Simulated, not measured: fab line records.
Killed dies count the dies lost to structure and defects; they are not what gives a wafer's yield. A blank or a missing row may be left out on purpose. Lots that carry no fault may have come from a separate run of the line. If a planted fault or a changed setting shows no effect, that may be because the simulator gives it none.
Struck lot and sound lot, side by side :: flow sky130 :: 18 steps out of a route of 708
Sound: these wafers, L362.3, L362.4, L362.6. The struck wafers were L366.1, L366.2, L366.5. At the end, the cause is stated.
At each step with rows: each side's tool, then ch and its chambers, then its first start. Under that, the readings that differ: sound wafers :: struck wafers :: difference of the means :: sigmas: that difference in standard deviations of wafers without a fault.
alike: a reading whose means differ by less than 2 such deviations, as well as words and numbers matching on both sides. not compared: withheld readings; readings where some wafer has no value; bounds like >300 that might hide an equal value; numbers whose values overlap and for which the record gives no deviation.
The two part at a step that has a row with sigmas, a row that says differs or no value, or rows on one side only. Non-overlapping numbers with no deviation appear without sigmas and do not part them. A reading that every wafer of one side lacks parts them only if that side has two wafers or more.

SKY_PWDE_OVL_MEAS_07:
  sound on overlay-01 at day 4 07:17; struck on overlay-01 at day 5 02:26
  alike: PWDE_OVL
next, for these wafers, 1 step has no rows: SKY_PWDE_IMPLANT_08.
SKY_PWDE_STRIP_09: strips in O2/N2.
  sound on plasmaAsher-02 ch 0,1, day 4 07:29; struck on plasmaAsher-04 ch 0,1, day 5 02:37
  alike: drypumpMotorCurrentA, oesProductAu, stripTimeToEndpointS
  not compared: rfHoursCounterH
SKY_PWDE_TW_MEAS_10:
  sound on filmMetro-01 at day 4 07:35; struck on filmMetro-04 at day 5 02:43
  alike: PWDE_TW
then, 7 steps without rows for these wafers: SKY_NWELL_DEHYDRATE_03 (time 60 s); SKY_NWELL_HMDS_04 (prime time 60 s); SKY_NWELL_COAT_05 (resist thk 3000 nm); SKY_NWELL_SOFTBAKE_06; SKY_NWELL_EXPOSE_07 (exposes mask NWM, target cd 840 nm); SKY_NWELL_PEB_08; SKY_NWELL_DEVELOP_09 (develop time 60 s).
SKY_NWELL_OVL_MEAS_10:
  sound on overlay-01 at day 5 01:11; struck on overlay-02 at day 5 20:34
  alike: NWELL_00_OVL
SKY_NWELL_IMPLANT_11:
  sound on implanter-03 ch 0, day 5 01:16; struck on implanter-04 ch 0, day 5 20:37
reading: implantIonAmu
sound: 31 31 31
struck: 75 75 75
difference: +44
sigmas: 

reading: model.implant.rpNm (nm)
sound: 511.6 511.6 511.6
struck: 223.8 223.8 223.8
difference: -287.8
sigmas: 

reading: model.implant.drpNm (nm)
sound: 116.9 116.9 116.9
struck: 74.43 74.43 74.43
difference: -42.47
sigmas: 
then, 2 steps without rows for these wafers: SKY_NWELL_IMPLANT_12; SKY_NWELL_IMPLANT_13.
SKY_NWELL_STRIP_14: strips in O2/N2.
  sound on plasmaAsher-01 ch 0,1, day 5 01:41; struck on plasmaAsher-03 ch 0,1, day 5 21:04
  alike: drypumpMotorCurrentA, oesProductAu, stripTimeToEndpointS
  not compared: rfHoursCounterH
SKY_NWELL_TW_MEAS_15:
  sound on filmMetro-01 at day 5 01:47; struck on filmMetro-04 at day 5 21:23
reading: NWELL_TW
sound: 1839 1841 1835
struck: 2833 2833 2848
difference: +1000
sigmas: +83
  not compared: hold
SKY_PAD_OPEN_PROBE_99:
  the record has rows for the sound wafers here (prober-02, day 46 10:50) and none for the struck ones

WHERE THEY PART
First at SKY_NWELL_TW_MEAS_15; last, within this record, at SKY_PAD_OPEN_PROBE_99.

WHY: what had been put in by the simulator
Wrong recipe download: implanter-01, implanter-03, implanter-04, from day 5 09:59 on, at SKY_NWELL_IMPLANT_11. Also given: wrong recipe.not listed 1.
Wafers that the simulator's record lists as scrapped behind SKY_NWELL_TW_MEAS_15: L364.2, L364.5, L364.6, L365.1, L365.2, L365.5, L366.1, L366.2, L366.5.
